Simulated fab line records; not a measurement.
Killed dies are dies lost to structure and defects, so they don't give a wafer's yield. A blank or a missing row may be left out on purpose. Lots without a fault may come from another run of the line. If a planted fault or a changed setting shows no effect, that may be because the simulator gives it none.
fab line records | flow sky130
record: lots: 5 wafers: 15 last-day: 50
route steps=708 shown VIA4@651 METAL5@661 PAD_OPEN@708
lots with no fault: from the same line, run without faults
start-h: start of the lot's first displayed wafer, in hours after the record's first day | wait-h: hours elapsed since this lot's preceding step | " repeats the value in the row above | L1.1+2: several wafers, shown together as one row | - no value, or no start was given | * or withheld: withheld | < > ~ a bound
route shown NAME@n: NAME is a module with steps in the file, n the number in the route of the first one | usual: the fault-free wafers' mean and standard deviation | same: alike in all rows | chamber/n: place in a boat | sites: the reading at each site | _std_site: the values' standard deviation | _edge_site: mean of outer sites minus mean of inner sites | radius-mm: for every site, how far away it sits from the centre of the wafer | mask NAME#n: copy n | behind: the tool/chamber that last shaped the wafer | hold: the reason the lot was held/the length of the hold in hours/how it ended | device: whichever transistor did not switch (one of n, p or np) | end of line: the tests these same wafers got at the end of their route | where a step has no rows: the recipe by itself | killed: dies lost to structure and defects at the first sort, not the wafer's yield | map: the dies of a wafer, with x for killed, . for not killed, _ for no die there
set.NAME: the setting as run; set.NAME@STEP: as run at that earlier step | model.NAME: the simulator's own value behind a step, which no gauge read
certain route steps with their lots: each step a table, each wafer a row
services: the hour from which a tool's chamber was out of use, counted from the record's first day as start-h (under 0 if before that day), plus the number of hours and why
== steps ==
step: SKY_VIA4_ETCH_12
recipe: target: SiO2 chemistry: C4F8/O2/Ar stop-on: TiN mask-material: NOVOLAK source-w: 1500 bias-w: 1200 pressure-mtorr: 40 c4f8-flow-sccm: withheld O2_flow_sccm: 6 Ar_flow_sccm: 300 time-s: withheld target-depth-a: 5800
usual: oes-product-au: 0.926/0.0049
columns lot.wafer tool chamber start-h wait-h oes-product-au
L525.2 rie-diel-03 1 1001.47 0.0 0.925
L525.5 " 0 " " 0.938
L525.6 " 1 " " 0.929
L533.1 rie-diel-04 0 1059.50 0.0 0.922
L533.2 " 1 " " 0.921
L533.4 " 3 " " 0.928
L540.3 rie-diel-03 2 1103.19 0.0 0.922
L540.5 " 3 " " 0.923
L540.6 " 2 " " 0.929
L543.1 rie-diel-01 1 1119.35 0.0 0.929
L543.2 " 3 " " 0.927
L543.6 " 3 " " 0.931
L547.3 rie-diel-01 0 1136.70 0.0 0.923
L547.4 " 3 " " 0.922
L547.6 " 0 " " 0.915
step: SKY_VIA4_STRIP_13
recipe: chemistry: O2/N2 power-w: 1400 pressure-mtorr: 1500 platen-temp-c: withheld o2-flow-sccm: 3000 n2-flow-sccm: 300 overash-fraction: 0.5
step: SKY_VIA4_STRIP_14
recipe: chemistry: post-etch-residue-remover time-s: 1200 temp-c: 72.5
step: SKY_VIA4_CLEAN_15
recipe: chemistry: IPA time-s: 180 temp-c: 25
step: SKY_VIA4_CLEAN_16
recipe: chemistry: O3/DIW dry: n2-spin
step: SKY_VIA4_SPUTTER_17
recipe: material: TiN target-thk-nm: 20 chamber-pressure-pa: 5 power-w: 4000 time-s: 80
step: SKY_VIA4_CVD_18
recipe: material: W target-thk-nm: 505 time-s: 152.14 temp-c: 400 pressure-torr: 40
step: SKY_VIA4_RS_MEAS_19
recipe: thk-meas-gauge: four-point-probe reads: W_of_VIA4_CVD_18+TiN_of_VIA4_SPUTTER_17
usual: VIA4_W_RS: 0.227/0.0034
columns lot.wafer tool chamber start-h wait-h VIA4_W_RS[ohm/sq]
L525.2 film-metro-01 - 1002.40 0.1 0.229
L525.5 " - " " 0.230
L525.6 " - " " 0.232
L533.1 film-metro-01 - 1060.41 0.1 0.227
L533.2 " - " " 0.232
L533.4 " - " " 0.229
L540.3 film-metro-02 - 1104.54 0.1 0.233
L540.5 " - " " 0.226
L540.6 " - " " 0.234
L543.1 film-metro-02 - 1120.23 0.1 0.226
L543.2 " - " " 0.219
L543.6 " - " " 0.227
L547.3 film-metro-01 - 1137.62 0.1 0.229
L547.4 " - " " 0.223
L547.6 " - " " 0.222
step: SKY_VIA4_THK_MEAS_20
recipe: thk-meas-gauge: xrf reads: W_of_VIA4_CVD_18
usual: VIA4_W_THK: 491/7.9
columns lot.wafer tool chamber start-h wait-h VIA4_W_THK[nm]
L525.2 film-metro-01 - 1002.51 0.1 494
L525.5 " - " " 493
L525.6 " - " " 485
L533.1 film-metro-01 - 1060.53 0.1 493
L533.2 " - " " 484
L533.4 " - " " 488
L540.3 film-metro-02 - 1104.64 0.1 473
L540.5 " - " " 486
L540.6 " - " " 471
L543.1 film-metro-02 - 1120.35 0.1 488
L543.2 " - " " 501
L543.6 " - " " 483
L547.3 film-metro-01 - 1137.72 0.1 490
L547.4 " - " " 504
L547.6 " - " " 510
step: SKY_VIA4_CMP_21
recipe: stop-on: SiO2 t-overpolish-s: 25 down-force-psi: 3.5 platen-rpm: 60 target-thk-nm: 0 pad-velocity-m-s: 0.94248
step: SKY_METAL5_SPUTTER_00
recipe: material: Ti target-thk-nm: 15 power-w: 3000 time-s: 10 chamber-pressure-pa: 0.4
step: SKY_METAL5_SPUTTER_01
recipe: material: TiN target-thk-nm: 20 power-w: 6500 time-s: 16.7 chamber-pressure-pa: 0.4
usual: chamber-pressure-pa: 0.4000/0.00078 throttle-valve-pct: 30.2/1.2
same: time-s: 16.7
columns lot.wafer tool chamber start-h wait-h chamber-pressure-pa throttle-valve-pct
L525.2 pvd-sputter-04 - 1002.89 0.0 0.3993 29.4
L525.5 " - " " 0.4011 29.7
L525.6 " - " " 0.3994 29.2
L533.1 pvd-sputter-01 - 1060.91 0.0 0.3997 32.7
L533.2 " - " " 0.4001 28.7
L533.4 " - " " 0.3999 30.1
L540.3 pvd-sputter-01 - 1105.49 0.0 0.3994 32.6
L540.5 " - " " 0.3990 30.1
L540.6 " - " " 0.3995 31.5
L543.1 pvd-sputter-02 - 1120.73 0.0 0.3988 31.2
L543.2 " - " " 0.4013 31.2
L543.6 " - " " 0.3986 29.7
L547.3 pvd-sputter-04 - 1138.08 0.0 0.4002 30.5
L547.4 " - " " 0.4007 28.8
L547.6 " - " " 0.3998 29.5
step: SKY_METAL5_SPUTTER_02
recipe: material: AlCu target-thk-nm: 1150 power-w: 10600 time-s: 61.2 chamber-pressure-pa: 0.4
usual: chamber-pressure-pa: 0.4000/0.00076 throttle-valve-pct: 30.2/1.2
columns lot.wafer tool chamber start-h wait-h chamber-pressure-pa throttle-valve-pct model.AlCu_of_METAL5_SPUTTER_02.thk-nm
L525.2 pvd-sputter-04 - 1002.91 0.0 0.4004 29.2 1168
L525.5 " - " " 0.3998 29.7 1159
L525.6 " - " " 0.4013 29.0 1165
L533.1 pvd-sputter-01 - 1060.93 0.0 0.4011 32.8 1158
L533.2 " - " " 0.4001 28.8 1163
L533.4 " - " " 0.4010 30.3 1159
L540.3 pvd-sputter-01 - 1105.52 0.0 0.3993 32.4 1375
L540.5 " - " " 0.4013 30.0 1144
L540.6 " - " " 0.3999 31.2 1130
L543.1 pvd-sputter-02 - 1120.76 0.0 0.4010 31.5 1160
L543.2 " - " " 0.3990 31.2 1142
L543.6 " - " " 0.3987 29.6 1132
L547.3 pvd-sputter-04 - 1138.11 0.0 0.4003 30.3 1153
L547.4 " - " " 0.4009 28.7 1161
L547.6 " - " " 0.4013 29.4 1170
step: SKY_METAL5_SPUTTER_03
recipe: material: Ti target-thk-nm: 5 power-w: 3000 time-s: 3.3 chamber-pressure-pa: 0.4
usual: chamber-pressure-pa: 0.4000/0.00076 throttle-valve-pct: 30.2/1.2
same: time-s: 3.3
columns lot.wafer tool chamber start-h wait-h chamber-pressure-pa throttle-valve-pct
L525.2 pvd-sputter-04 - 1002.96 0.0 0.4010 29.3
L525.5 " - " " 0.3985 29.6
L525.6 " - " " 0.3996 28.8
L533.1 pvd-sputter-01 - 1060.98 0.0 0.3999 32.7
L533.2 " - " " 0.3985 28.7
L533.4 " - " " 0.4008 30.0
L540.3 pvd-sputter-01 - 1105.57 0.0 0.3998 32.5
L540.5 " - " " 0.4007 30.2
L540.6 " - " " 0.4004 31.5
L543.1 pvd-sputter-02 - 1120.81 0.0 0.3999 31.4
L543.2 " - " " 0.3992 31.3
L543.6 " - " " 0.3996 29.7
L547.3 pvd-sputter-04 - 1138.16 0.0 0.3997 30.4
L547.4 " - " " 0.4001 28.8
L547.6 " - " " 0.4004 29.5
step: SKY_METAL5_SPUTTER_04
recipe: material: TiN target-thk-nm: 70 power-w: 6500 time-s: 58.3 chamber-pressure-pa: 0.3919
usual: chamber-pressure-pa: 0.3920/0.00075 throttle-valve-pct: 30.2/1.2
same: time-s: 58.3
columns lot.wafer tool chamber start-h wait-h chamber-pressure-pa throttle-valve-pct
L525.2 pvd-sputter-04 - 1002.98 0.0 0.3922 29.4
L525.5 " - " " 0.3902 29.5
L525.6 " - " " 0.3919 29.1
L533.1 pvd-sputter-01 - 1061.00 0.0 0.3917 32.5
L533.2 " - " " 0.3935 28.7
L533.4 " - " " 0.3922 30.0
L540.3 pvd-sputter-01 - 1105.59 0.0 0.3914 32.7
L540.5 " - " " 0.3941 30.5
L540.6 " - " " 0.3925 31.3
L543.1 pvd-sputter-02 - 1120.83 0.0 0.3900 31.2
L543.2 " - " " 0.3927 31.2
L543.6 " - " " 0.3912 29.8
L547.3 pvd-sputter-04 - 1138.18 0.0 0.3927 30.3
L547.4 " - " " 0.3928 28.8
L547.6 " - " " 0.3914 29.4
step: SKY_METAL5_RS_MEAS_05
recipe: thk-meas-gauge: four-point-probe reads: TiN_of_METAL5_SPUTTER_04+Ti_of_METAL5_SPUTTER_03+AlCu_of_METAL5_SPUTTER_02+TiN_of_METAL5_SPUTTER_01+Ti_of_METAL5_SPUTTER_00
usual: METAL5_ALCU_RS: 0.02693/0.00029
columns lot.wafer tool chamber start-h wait-h METAL5_ALCU_RS[ohm/sq]
L525.2 film-metro-03 - 1003.07 0.1 0.02659
L525.5 " - " " 0.02675
L525.6 " - " " 0.02669
L533.1 film-metro-03 - 1061.05 0.0 0.02682
L533.2 " - " " 0.0267
L533.4 " - " " 0.02675
L540.3 film-metro-01 - 1105.67 0.1 0.02256
L540.5 " - " " 0.02722
L540.6 " - " " 0.02753
L543.1 film-metro-01 - 1120.88 0.0 0.02681
L543.2 " - " " 0.02717
L543.6 " - " " 0.02748
L547.3 film-metro-03 - 1138.27 0.1 0.02698
L547.4 " - " " 0.02677
L547.6 " - " " 0.02651
step: SKY_METAL5_THK_MEAS_06
recipe: thk-meas-gauge: xrf reads: AlCu_of_METAL5_SPUTTER_02
usual: METAL5_ALCU_THK: 1154/15
columns lot.wafer tool chamber start-h wait-h METAL5_ALCU_THK[nm]
L525.2 film-metro-03 - 1003.18 0.1 1172
L525.5 " - " " 1178
L525.6 " - " " 1175
L533.1 film-metro-03 - 1061.17 0.1 1174
L533.2 " - " " 1175
L533.4 " - " " 1163
L540.3 film-metro-01 - 1105.77 0.1 1372
L540.5 " - " " 1130
L540.6 " - " " 1121
L543.1 film-metro-01 - 1121.00 0.1 1151
L543.2 " - " " 1128
L543.6 " - " " 1128
L547.3 film-metro-03 - 1138.37 0.1 1158
L547.4 " - " " 1167
L547.6 " - " " 1172
step: SKY_METAL5_DEHYDRATE_07
recipe: temp-c: 200 time-s: 60
step: SKY_METAL5_HMDS_08
recipe: prime-time-s: 60 prime-temp-c: 120
step: SKY_METAL5_COAT_09
recipe: resist: NOVOLAK spin-rpm: 3000 resist-thk-nm: 1800
step: SKY_METAL5_SOFTBAKE_10
recipe: temp-c: 90 time-s: 60 resist: NOVOLAK
step: SKY_METAL5_EXPOSE_11
recipe: mask-id: MM5 na: 0.6 source-shape: conventional sigma-outer: 0.6 polarization: unpolarized target-cd-nm: 1600 dose-mj: 190
step: SKY_METAL5_PEB_12
recipe: temp-c: withheld time-s: * resist: NOVOLAK
step: SKY_METAL5_DEVELOP_13
recipe: resist: NOVOLAK developer: TMAH develop-time-s: 60 dev-temp-c: 23
step: SKY_METAL5_DESCUM_14
recipe: chemistry: O2 source-power-w: 150 bias-power-w: 0 pressure-mtorr: 10 temp-c: 40 time-s: 11
step: SKY_METAL5_METAL_ETCH_15
recipe: target-depth-a: 12600 stop-on: SiO2 over-etch-frac: 0.2 time-s: 252 chemistry: Cl2/BCl3 resist-sidewall-deg: 86 pressure-mtorr: 10 icp-w: 900 bias-w: 48.5 Cl2_flow_sccm: 60 bcl3-flow-sccm: 30
usual: drypump-motor-current-A: 6.1/0.55 oes-product-au: 0.895/0.0048 throttle-valve-pct: 22.266/0.0093
same: time-s: 252
columns lot.wafer tool chamber start-h wait-h drypump-motor-current-A oes-product-au rf-hours-counter-h throttle-valve-pct
L525.2 rie-metal-03 0 1026.21 0.0 6.0 0.896 3 22.275
L525.5 " 1 " " 6.3 0.899 - 22.287
L525.6 " 0 " " 6.0 0.892 - 22.271
L533.1 rie-metal-03 1 1081.47 0.0 6.3 0.896 23 22.260
L533.2 " 0 " " 6.0 0.901 7 22.257
L533.4 " 1 " " 6.3 0.890 - 22.263
L540.3 rie-metal-03 1 1125.14 0.1 6.2 0.968 - 22.270
L540.5 " 1 " " 6.2 0.901 - 22.260
L540.6 " 0 " " 6.0 0.895 - 22.258
L543.1 rie-metal-04 1 1139.47 0.0 6.0 0.894 19 22.282
L543.2 " 0 " " 6.6 0.890 26 22.257
L543.6 " 1 " " 6.0 0.891 - 22.263
L547.3 rie-metal-04 0 1156.51 0.1 6.6 0.898 - 22.276
L547.4 " 1 " " 6.0 0.889 - 22.265
L547.6 " 0 " " 6.6 0.896 - 22.262
step: SKY_METAL5_STRIP_16
recipe: chemistry: O2/N2 power-w: 1400 pressure-mtorr: 1500 platen-temp-c: withheld o2-flow-sccm: 3000 n2-flow-sccm: 300 overash-fraction: 0.5
usual: drypump-motor-current-A: 5.9/0.54 oes-product-au: 0.710/0.0051 strip-time-to-endpoint-s: 13.07/0.15
columns lot.wafer tool chamber start-h wait-h drypump-motor-current-A oes-product-au rf-hours-counter-h strip-time-to-endpoint-s
L525.2 plasma-asher-03 1 1026.52 0.2 5.4 0.708 91 13.09
L525.5 " 0 " " 5.7 0.710 - 12.85
L525.6 " 1 " " 5.5 0.719 - 13.03
L533.1 plasma-asher-04 0 1081.70 0.2 6.5 0.712 64 12.81
L533.2 " 1 " " 6.2 0.705 64 13.04
L533.4 " 0 " " 6.5 0.703 - 12.76
L540.3 plasma-asher-03 0 1125.33 0.1 5.7 0.706 - 12.98
L540.5 " 0 " " 5.7 0.708 - 12.93
L540.6 " 1 " " 5.5 0.708 - 13.10
L543.1 plasma-asher-04 0 1139.70 0.2 6.4 0.714 69 13.11
L543.2 " 1 " " 6.2 0.714 69 12.98
L543.6 " 0 " " 6.5 0.708 - 13.09
L547.3 plasma-asher-01 1 1156.70 0.1 6.2 0.705 - 12.85
L547.4 " 0 " " 4.8 0.715 - 13.03
L547.6 " 1 " " 6.2 0.712 - 12.82
step: SKY_PAD_OPEN_PROBE_99
columns lot.wafer tool chamber start-h wait-h model.etest.met5-comb.leak-log10-a-um model.etest.met5.rs-ohm-sq model.etest.met5.line-ohm-um
L525.2 prober-02 - 1073.08 0.1 -11.95 0.02644 0.01656
L525.5 prober-02 - 1073.23 0.2 -11.97 0.02674 0.01667
L525.6 prober-02 - 1073.28 0.2 -11.85 0.02697 0.01697
L533.1 prober-02 - 1125.42 0.1 -11.85 0.02694 0.0168
L533.2 prober-02 - 1125.47 0.1 -11.98 0.02705 0.01698
L533.4 prober-02 - 1125.57 0.2 -11.93 0.0271 0.01682
L540.3 prober-01 - 1165.41 0.2 -11.14 0.02255 0.01417
L540.5 prober-01 - 1165.51 0.2 -11.87 0.02732 0.01709
L540.6 prober-01 - 1165.56 0.2 -12.03 0.02763 0.01732
L543.1 prober-02 - 1178.02 0.1 -12.05 0.02708 0.017
L543.2 prober-02 - 1178.07 0.1 -12.12 0.02738 0.01721
L543.6 prober-02 - 1178.27 0.2 -12.13 0.02754 0.01736
L547.3 prober-02 - 1192.59 0.2 -12.02 0.02696 0.01696
L547.4 prober-02 - 1192.64 0.2 -11.99 0.02684 0.01682
L547.6 prober-02 - 1192.74 0.2 -11.91 0.02657 0.01664
killed by level:class
L525.2 VIA3:geometric-particle:open=10 CONTACT:geometric-particle:open=9 VIA1:geometric-particle:open=9 LI_CONTACT:geometric-particle:open=6 VIA2:geometric-particle:short=5 POLY_GATE:geometric-particle:open=4 VIA1:geometric-particle:short=4 FIELD_ISO:geometric-particle:open=3
L525.5 LI_CONTACT:geometric-particle:open=7 CONTACT:geometric-particle:open=7 VIA2:geometric-particle:open=7 VIA1:geometric-particle:open=6 METAL4:geometric-particle:short=6 FIELD_ISO:geometric-particle:short=5 METAL2:geometric-particle:short=5 FIELD_ISO:geometric-particle:open=4
L525.6 CONTACT:geometric-particle:open=10 VIA1:geometric-particle:open=10 VIA1:geometric-particle:short=9 LI_CONTACT:geometric-particle:open=7 VIA2:geometric-particle:open=6 FIELD_ISO:geometric-particle:open=4 METAL2:geometric-particle:short=4 LOCAL_INTERCONNECT:geometric-particle:short=4
L533.1 CONTACT:geometric-particle:open=11 METAL1:geometric-particle:short=9 VIA1:geometric-particle:open=9 LI_CONTACT:geometric-particle:open=6 FIELD_ISO:geometric-particle:open=4 METAL2:geometric-particle:short=4 VIA2:geometric-particle:open=4 VIA2:geometric-particle:short=4
L533.2 VIA3:geometric-particle:open=11 CONTACT:geometric-particle:open=11 VIA1:geometric-particle:open=11 FIELD_ISO:geometric-particle:open=6 LI_CONTACT:geometric-particle:open=6 LI_CONTACT:geometric-particle:short=5 FIELD_ISO:geometric-particle:short=4 POLY_GATE:geometric-particle:open=4
L533.4 CONTACT:geometric-particle:open=8 VIA1:geometric-particle:open=8 VIA3:geometric-particle:open=7 FIELD_ISO:geometric-particle:short=6 CONTACT:geometric-particle:short=6 METAL4:geometric-particle:short=5 LOCAL_INTERCONNECT:geometric-particle:short=5 METAL2:geometric-particle:short=5
L543.1 VIA1:geometric-particle:open=7 CONTACT:geometric-particle:open=7 LI_CONTACT:geometric-particle:open=6 VIA2:geometric-particle:open=6 METAL4:geometric-particle:short=6 VIA1:geometric-particle:short=5 VIA3:geometric-particle:short=5 LI_CONTACT:geometric-particle:short=4
L543.2 VIA1:geometric-particle:open=14 METAL2:geometric-particle:short=10 VIA2:geometric-particle:open=10 CONTACT:geometric-particle:open=9 VIA3:geometric-particle:open=7 FIELD_ISO:geometric-particle:open=5 LI_CONTACT:geometric-particle:open=5 VIA1:geometric-particle:short=4
L543.6 VIA1:geometric-particle:open=10 METAL2:geometric-particle:short=10 CONTACT:geometric-particle:open=8 METAL1:geometric-particle:short=5 POLY_CUT:geometric-particle:open=5 VIA1:geometric-particle:short=4 VIA3:geometric-particle:open=4 FIELD_ISO:geometric-particle:open=3
L547.3 VIA1:geometric-particle:open=11 CONTACT:geometric-particle:open=9 FIELD_ISO:geometric-particle:open=6 FIELD_ISO:geometric-particle:short=6 LI_CONTACT:geometric-particle:open=5 VIA3:geometric-particle:open=5 LOCAL_INTERCONNECT:geometric-particle:short=4 METAL1:geometric-particle:short=4
L547.4 VIA1:geometric-particle:open=14 LI_CONTACT:geometric-particle:open=7 CONTACT:geometric-particle:open=7 VIA2:geometric-particle:open=7 VIA3:geometric-particle:open=7 CONTACT:geometric-particle:short=6 METAL1:geometric-particle:short=6 VIA3:geometric-particle:short=5
L547.6 VIA1:geometric-particle:open=17 CONTACT:geometric-particle:open=8 VIA3:geometric-particle:open=6 METAL3:geometric-particle:short=5 POLY_GATE:geometric-particle:short=4 LI_CONTACT:geometric-particle:short=4 CONTACT:geometric-particle:short=4 VIA2:geometric-particle:short=4
== services ==
columns tool chamber start-h hours kind
rie-metal-04 - 982.14 1.2 repair
rie-diel-01 2 988.82 9.7 repair
rie-diel-01 - 998.96 2.8 pm
rie-diel-04 - 1003.82 10.0 pm
rie-diel-03 0 1008.62 8.3 repair
pvd-sputter-01 0 1011.27 - consumable-replace:kit
pvd-sputter-01 0 1011.27 18.0 scheduled-down
rie-diel-01 1 1023.27 4.8 repair
rie-diel-03 - 1025.66 1.1 repair
rie-diel-04 - 1032.15 2.8 pm
rie-diel-01 - 1033.01 2.7 repair
pvd-sputter-01 - 1044.31 0.9 repair
rie-diel-01 0 1047.15 5.2 repair
rie-diel-04 3 1084.48 41.1 repair
rie-diel-03 3 1089.16 11.9 repair
rie-metal-03 0 1102.49 15.0 repair
rie-diel-03 2 1103.82 12.5 repair
rie-diel-03 3 1105.37 24.4 repair
plasma-asher-03 - 1109.14 3.1 repair
rie-diel-04 2 1110.33 9.2 repair
rie-diel-01 0 1115.08 2.4 repair
rie-diel-04 2 1120.44 19.3 repair
pvd-sputter-02 - 1130.96 3.2 repair
plasma-asher-04 - 1156.23 3.4 repair
== key ==
first-sign: step: SKY_METAL5_RS_MEAS_05 reading: METAL5_ALCU_RS direction: down sigmas: 15 usual: 0.02693 struck: 0.02256
effect: step: SKY_METAL5_THK_MEAS_06 reading: METAL5_ALCU_THK direction: up sigmas: 15 usual: 1154 struck: 1372
effect: step: SKY_METAL5_METAL_ETCH_15 reading: oes-product-au direction: up sigmas: 15 usual: 0.895 struck: 0.968
model-effect: step: SKY_METAL5_SPUTTER_02 value: AlCu_of_METAL5_SPUTTER_02.thk-nm without: 1141 struck: 1375
model-effect: step: SKY_PAD_OPEN_PROBE_99 value: etest.met5-comb.leak-log10-a-um without: -12.15 struck: -11.14
met-at SKY_METAL5_SPUTTER_02
struck-wafers L540.3
sort-left-out L540.3
onset-between 1060.93 1105.52
fault: kind: process-parameter-drift tool: pvd-sputter-01 chamber: - onset-h: 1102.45 steps: SKY_METAL5_SPUTTER_02 channel: target-thk-nm offset: 234.34 shape: step end-h: 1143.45 scope: struck-wafers-only acts-in: these-recipes-only stated: 1150
sort-left-out: the simulated sort isn't trusted on such a fault, so these wafers' sort isn't shown, and their yield isn't known
